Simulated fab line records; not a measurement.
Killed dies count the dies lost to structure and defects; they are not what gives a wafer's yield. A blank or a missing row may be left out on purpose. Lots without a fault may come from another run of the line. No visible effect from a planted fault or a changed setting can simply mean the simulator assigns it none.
fab line records    flow sky130
record lots=7  wafers=21  last_day=50
route steps=708 shown VIA4@645
lots untouched by any fault: they come from a run of this same line in which no faults occurred
start_h: the number of hours between the record's first day and the start of the first shown wafer of the lot    wait_h: time in hours since the lot's previous step    " identical to the entry in the row above    L1.1+2: a row that stands for several wafers    - no value present, or no start provided    * or withheld: withheld    < > ~ a bound
route shown NAME@n: names a module that has steps shown in the file, with the first one's number in the route    usual: mean/standard deviation of fault-free wafers    same: alike in all rows    chamber/n: place in a boat    sites: each site's reading    _std_site: standard deviation across them    _edge_site: the outer-site mean with the inner-site mean subtracted    radius_mm: how far each site lies from the wafer's centre    mask NAME#n: copy n    behind: the most recent tool/chamber to have shaped the wafer    hold: why the lot was held/for how many hours/how that ended    device: whichever transistor did not switch (one of n, p or np)    end of line: tests run on the same wafers once the route is complete    where a step has no rows: the recipe by itself    killed: the dies lost at the first sort to structure and to defects; this is not the yield of the wafer    map: the dies of a wafer, with x for killed, . for not killed, _ for no die there
set.NAME: the setting the step ran with; set.NAME@STEP: the setting that earlier step ran with    model.NAME: the simulator's own value behind a step, which no gauge read
lots at selected steps of the route; one table per step, one row per wafer
services: from which hour (start_h, from the record's first day; less than 0 if before it) a tool's chamber was out of use, for how many hours, and why
## steps
# step SKY_VIA4_COAT_06
# recipe resist=NOVOLAK  spin_rpm=3000  resist_thk_nm=1140
# step SKY_VIA4_SOFTBAKE_07
# recipe temp_c=90  time_s=60  resist=NOVOLAK
# step SKY_VIA4_EXPOSE_08
# recipe mask_id=VIM4  na=0.6  source_shape=conventional  sigma_outer=0.6  polarization=unpolarized  target_cd_nm=800  dose_mj=132
# step SKY_VIA4_PEB_09
# recipe temp_c=withheld  time_s=*  resist=NOVOLAK
# step SKY_VIA4_DEVELOP_10
# recipe resist=NOVOLAK  developer=TMAH  develop_time_s=60  dev_temp_c=23
# step SKY_VIA4_OVL_MEAS_11
# usual VIA4_OVL=-0.3/1.2
lot.wafer  tool        chamber  start_h  wait_h  VIA4_OVL[nm]
L768.3     overlay-01  -        1000.77  0.1     -0.4
L768.4     "           -        "        "       -2.3
L768.5     "           -        "        "       -0.8
L774.1     overlay-01  -        1040.26  0.1     -1.8
L774.3     "           -        "        "       -1.1
L774.4     "           -        "        "       -0.5
L783.3     overlay-01  -        1100.30  0.1     -1.6
L783.5     "           -        "        "       -1.0
L783.6     "           -        "        "       -0.7
L784.1     overlay-02  -        1106.04  0.1     -1.3
L784.3     "           -        "        "       -0.9
L784.4     "           -        "        "       -0.6
L785.1     overlay-01  -        1111.54  0.1     1.2
L785.5     "           -        "        "       -0.3
L785.6     "           -        "        "       0.3
L786.2     overlay-01  -        1114.07  0.1     -1.2
L786.5     "           -        "        "       -1.3
L786.6     "           -        "        "       -0.1
L789.1     overlay-02  -        1131.44  0.1     -1.1
L789.2     "           -        "        "       -0.6
L789.6     "           -        "        "       -1.2
# step SKY_VIA4_ETCH_12
# recipe target=SiO2  chemistry=C4F8/O2/Ar  stop_on=TiN  mask_material=NOVOLAK  source_w=1500  bias_w=1200  pressure_mtorr=40  c4f8_flow_sccm=withheld  O2_flow_sccm=6  Ar_flow_sccm=300  time_s=withheld  target_depth_a=5800
# usual oes_product_au=0.925/0.0045
lot.wafer  tool         chamber  start_h  wait_h  oes_product_au
L768.3     rie_diel-01  0        1000.80  0.0     0.922
L768.4     "            1        "        "       0.919
L768.5     "            0        "        "       0.927
L774.1     rie_diel-01  3        1040.30  0.0     0.926
L774.3     "            0        "        "       0.925
L774.4     "            2        "        "       0.928
L783.3     rie_diel-03  0        1100.33  0.0     0.916
L783.5     "            2        "        "       0.915
L783.6     "            3        "        "       0.922
L784.1     rie_diel-03  2        1106.08  0.0     0.925
L784.3     "            1        "        "       0.924
L784.4     "            3        "        "       0.927
L785.1     rie_diel-02  1        1111.58  0.0     0.926
L785.5     "            3        "        "       0.930
L785.6     "            2        "        "       0.928
L786.2     rie_diel-03  1        1114.10  0.0     0.927
L786.5     "            2        "        "       0.923
L786.6     "            1        "        "       0.926
L789.1     rie_diel-03  2        1131.48  0.0     0.925
L789.2     "            1        "        "       0.925
L789.6     "            2        "        "       0.928
# step SKY_VIA4_STRIP_13
# recipe chemistry=O2/N2  power_w=1400  pressure_mtorr=1500  platen_temp_c=withheld  o2_flow_sccm=3000  n2_flow_sccm=300  overash_fraction=0.5
# usual drypump_motor_current_A=5.8/0.36  oes_product_au=0.709/0.0043  strip_time_to_endpoint_s=12.80/0.031
lot.wafer  tool             chamber  start_h  wait_h  drypump_motor_current_A  oes_product_au  rf_hours_counter_h  strip_time_to_endpoint_s
L768.3     plasma_asher-01  1        1000.90  -       5.1                      0.712           -                   12.76
L768.4     "                0        "        "       5.8                      0.703           -                   12.81
L768.5     "                0        "        "       5.8                      0.701           -                   12.77
L774.1     plasma_asher-03  1        1040.37  -       6.1                      0.711           60                  12.75
L774.3     "                1        "        "       6.0                      0.708           -                   12.81
L774.4     "                0        "        "       5.5                      0.711           -                   12.78
L783.3     plasma_asher-01  0        1100.43  -       5.8                      0.715           -                   12.82
L783.5     "                1        "        "       5.1                      0.711           -                   12.82
L783.6     "                0        "        "       5.8                      0.713           -                   12.81
L784.1     plasma_asher-04  1        1106.15  -       5.9                      0.700           37                  12.77
L784.3     "                1        "        "       5.9                      0.711           -                   12.80
L784.4     "                0        "        "       6.2                      0.710           -                   12.82
L785.1     plasma_asher-04  0        1111.65  -       6.3                      0.697           37                  12.79
L785.5     "                1        "        "       5.9                      0.707           -                   12.78
L785.6     "                0        "        "       6.3                      0.710           -                   12.77
L786.2     plasma_asher-04  1        1114.17  -       5.9                      0.708           38                  12.78
L786.5     "                1        "        "       5.9                      0.704           -                   12.82
L786.6     "                0        "        "       6.3                      0.702           -                   12.78
L789.1     plasma_asher-01  1        1131.55  -       5.2                      0.711           7                   12.85
L789.2     "                0        "        "       5.8                      0.699           7                   12.80
L789.6     "                0        "        "       5.8                      0.713           -                   12.81
# step SKY_VIA4_STRIP_14
# recipe chemistry=post_etch_residue_remover  time_s=1200  temp_c=72.5
# step SKY_VIA4_CLEAN_15
# recipe chemistry=IPA  time_s=180  temp_c=25
# step SKY_VIA4_CLEAN_16
# recipe chemistry=O3/DIW  dry=n2_spin
# step SKY_VIA4_SPUTTER_17
# recipe material=TiN  target_thk_nm=20  chamber_pressure_pa=5  power_w=4000  time_s=80
# usual throttle_valve_pct=30.4/0.85
lot.wafer  tool            chamber  start_h  wait_h  throttle_valve_pct
L768.3     pvd_sputter-03  -        1001.49  0.0     30.6
L768.4     "               -        "        "       29.8
L768.5     "               -        "        "       30.4
L774.1     pvd_sputter-02  -        1040.99  0.0     32.9
L774.3     "               -        "        "       29.1
L774.4     "               -        "        "       30.1
L783.3     pvd_sputter-01  -        1101.04  0.0     29.6
L783.5     "               -        "        "       29.3
L783.6     "               -        "        "       30.5
L784.1     pvd_sputter-01  -        1106.78  0.0     30.0
L784.3     "               -        "        "       29.5
L784.4     "               -        "        "       30.4
L785.1     pvd_sputter-01  -        1112.25  0.0     30.3
L785.5     "               -        "        "       30.5
L785.6     "               -        "        "       30.6
L786.2     pvd_sputter-03  -        1114.80  0.0     30.8
L786.5     "               -        "        "       30.8
L786.6     "               -        "        "       30.0
L789.1     pvd_sputter-02  -        1132.18  0.0     29.7
L789.2     "               -        "        "       29.2
L789.6     "               -        "        "       31.1
# step SKY_VIA4_CVD_18
# recipe material=W  target_thk_nm=505  time_s=152.14  temp_c=400  pressure_torr=40
# usual chamber_pressure_Torr=40.00/0.086  heater_power_outer_w=510/19  heater_power_w=861/29
lot.wafer  tool      chamber  start_h  wait_h  chamber_pressure_Torr  heater_power_outer_w  heater_power_w
L768.3     cvd_w-02  0        1001.61  0.1     40.02                  548                   850
L768.4     "         1        "        "       40.05                  474                   816
L768.5     "         0        "        "       40.09                  549                   870
L774.1     cvd_w-01  1        1041.06  0.0     39.97                  515                   895
L774.3     "         1        "        "       39.87                  534                   885
L774.4     "         0        "        "       39.96                  499                   876
L783.3     cvd_w-01  1        1101.15  0.1     -                      -                     -
L783.5     "         1        "        "       -                      -                     -
L783.6     "         0        "        "       -                      -                     -
L784.1     cvd_w-01  0        1106.84  0.0     -                      -                     -
L784.3     "         1        "        "       -                      -                     -
L784.4     "         0        "        "       -                      -                     -
L785.1     cvd_w-01  1        1112.31  0.0     -                      -                     -
L785.5     "         0        "        "       -                      -                     -
L785.6     "         1        "        "       -                      -                     -
L786.2     cvd_w-01  0        1114.86  0.0     40.04                  498                   846
L786.5     "         1        "        "       39.92                  515                   894
L786.6     "         0        "        "       40.07                  487                   892
L789.1     cvd_w-02  0        1132.24  0.0     40.13                  535                   866
L789.2     "         1        "        "       40.11                  487                   824
L789.6     "         0        "        "       40.11                  543                   861
# step SKY_VIA4_RS_MEAS_19
# recipe thk_meas_gauge=four-point-probe  reads=W_of_VIA4_CVD_18+TiN_of_VIA4_SPUTTER_17
# usual VIA4_W_RS=0.2278/0.0021
lot.wafer  tool           chamber  start_h  wait_h  VIA4_W_RS[ohm/sq]
L768.3     film_metro-03  -        1001.75  0.1     0.2249
L768.4     "              -        "        "       0.2256
L768.5     "              -        "        "       0.2230
L774.1     film_metro-04  -        1041.21  0.1     0.2283
L774.3     "              -        "        "       0.2298
L774.4     "              -        "        "       0.2265
L783.3     film_metro-01  -        1101.29  0.1     58.960
L783.5     "              -        "        "       58.410
L783.6     "              -        "        "       58.059
L784.1     film_metro-03  -        1106.99  0.1     58.832
L784.3     "              -        "        "       58.940
L784.4     "              -        "        "       58.119
L785.1     film_metro-03  -        1112.46  0.1     56.661
L785.5     "              -        "        "       56.131
L785.6     "              -        "        "       55.970
L786.2     film_metro-04  -        1115.04  0.1     0.2268
L786.5     "              -        "        "       0.2288
L786.6     "              -        "        "       0.2263
L789.1     film_metro-04  -        1132.40  0.1     0.2297
L789.2     "              -        "        "       0.2297
L789.6     "              -        "        "       0.2297
# step SKY_VIA4_THK_MEAS_20
# recipe thk_meas_gauge=xrf  reads=W_of_VIA4_CVD_18
# usual VIA4_W_THK=518/7
lot.wafer  tool           chamber  start_h  wait_h  VIA4_W_THK[nm]
L768.3     film_metro-03  -        1001.85  0.1     528
L768.4     "              -        "        "       526
L768.5     "              -        "        "       537
L774.1     film_metro-04  -        1041.33  0.1     514
L774.3     "              -        "        "       512
L774.4     "              -        "        "       521
L783.3     film_metro-01  -        1101.39  0.1     <0
L783.5     "              -        "        "       -
L783.6     "              -        "        "       <0
L784.1     film_metro-03  -        1107.11  0.1     <0
L784.3     "              -        "        "       -
L784.4     "              -        "        "       <0
L785.1     film_metro-03  -        1112.58  0.1     -
L785.5     "              -        "        "       -
L785.6     "              -        "        "       <0
L786.2     film_metro-04  -        1115.15  0.1     518
L786.5     "              -        "        "       512
L786.6     "              -        "        "       516
L789.1     film_metro-04  -        1132.52  0.1     513
L789.2     "              -        "        "       511
L789.6     "              -        "        "       513
# step SKY_VIA4_CMP_21
# recipe stop_on=SiO2  t_overpolish_s=25  down_force_psi=3.5  platen_rpm=60  target_thk_nm=0  pad_velocity_m_s=0.94248
# usual motor_current_A=11.1/0.85  time_to_endpoint_s=122/4.2
lot.wafer  tool    chamber  start_h  wait_h  motor_current_A  time_to_endpoint_s
L768.4     cmp-02  1        1001.89  0.0     11.3             124
L768.3     "       0        "        "       12.0             116
L768.5     "       2        "        "       10.1             124
L774.4     cmp-02  2        1041.44  0.1     9.5              122
L774.1     "       3        "        "       10.4             123
L774.3     "       0        "        "       11.4             111
L783.3     cmp-02  1        1101.61  0.2     11.9             4
L783.6     "       0        "        "       11.7             0
L783.5     "       1        "        "       11.3             2
L784.1     cmp-02  3        1107.17  0.1     10.0             5
L784.4     "       0        "        "       11.5             1
L784.3     "       1        "        "       11.3             4
L785.1     cmp-01  2        1112.69  0.1     12.7             6
L785.5     "       1        "        "       11.5             4
L785.6     "       2        "        "       11.7             3
L786.2     cmp-02  2        1115.20  0.0     10.1             127
L786.5     "       2        "        "       9.9              125
L786.6     "       3        "        "       10.4             124
L789.2     cmp-01  1        1132.63  0.1     12.0             125
L789.1     "       2        "        "       11.5             123
L789.6     "       1        "        "       12.4             122
## services
tool             chamber  start_h  hours  kind
rie_diel-01      1        977.61   3.3    repair
cvd_w-01         -        1011.96  0.8    repair
pvd_sputter-03   -        1014.56  1.2    repair
pvd_sputter-02   -        1018.62  7.8    repair
pvd_sputter-01   0        1033.53  -      consumable_replace:kit
pvd_sputter-01   0        1033.53  18.0   scheduled_down
pvd_sputter-01   0        1033.53  18.0   vent_cycle
plasma_asher-01  -        1055.25  9.0    pm
plasma_asher-01  0        1055.25  9.0    vent_cycle
cmp-01           -        1064.36  2.2    repair
rie_diel-02      3        1077.73  5.2    repair
cmp-01           -        1078.68  1.3    repair
rie_diel-01      -        1083.64  2.2    repair
cmp-01           -        1084.09  4.0    pm
rie_diel-01      3        1084.37  10.9   repair
rie_diel-01      0        1092.35  16.3   repair
rie_diel-02      -        1096.25  0.8    repair
rie_diel-02      3        1109.42  1.6    repair
cvd_w-01         -        1118.31  4.3    pm
pvd_sputter-01   -        1119.18  4.8    repair
plasma_asher-04  -        1120.57  14.6   pm
rie_diel-01      -        1124.02  0.9    repair
rie_diel-01      1        1127.19  36.1   repair
rie_diel-01      3        1128.66  2.4    repair
## key
first_sign step=SKY_VIA4_CVD_18  reading=tool_record  direction=missing
effect step=SKY_VIA4_RS_MEAS_19  reading=VIA4_W_RS  direction=up  sigmas=99+  usual=0.2278  struck=57.787
effect step=SKY_VIA4_THK_MEAS_20  reading=VIA4_W_THK  direction=down  sigmas=74  usual=518  struck=<0
effect step=SKY_VIA4_CMP_21  reading=time_to_endpoint_s  direction=down  sigmas=28  usual=*  struck=*
met_at SKY_VIA4_CVD_18
struck_wafers L783.3,L783.5,L783.6,L784.1,L784.3,L784.4,L785.1,L785.5,L785.6
later_rows_left_out L783.3,L783.5,L783.6,L784.1,L784.3,L784.4,L785.1,L785.5,L785.6
sort_left_out L783.3,L783.5,L783.6,L784.1,L784.3,L784.4,L785.1,L785.5,L785.6
onset_between 1041.06 1101.15
fault kind=skipped_step_whole  tool=cvd_w-01  chamber=-  onset_h=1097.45  steps=SKY_VIA4_CVD_18  scope=struck_lots_only
# sort_left_out: the simulated sort isn't trusted on such a fault, so these wafers' sort isn't shown, and their yield isn't known
# later_rows_left_out: the simulator's readings of these wafers behind a module that went badly wrong aren't trusted and aren't shown, but for the sort
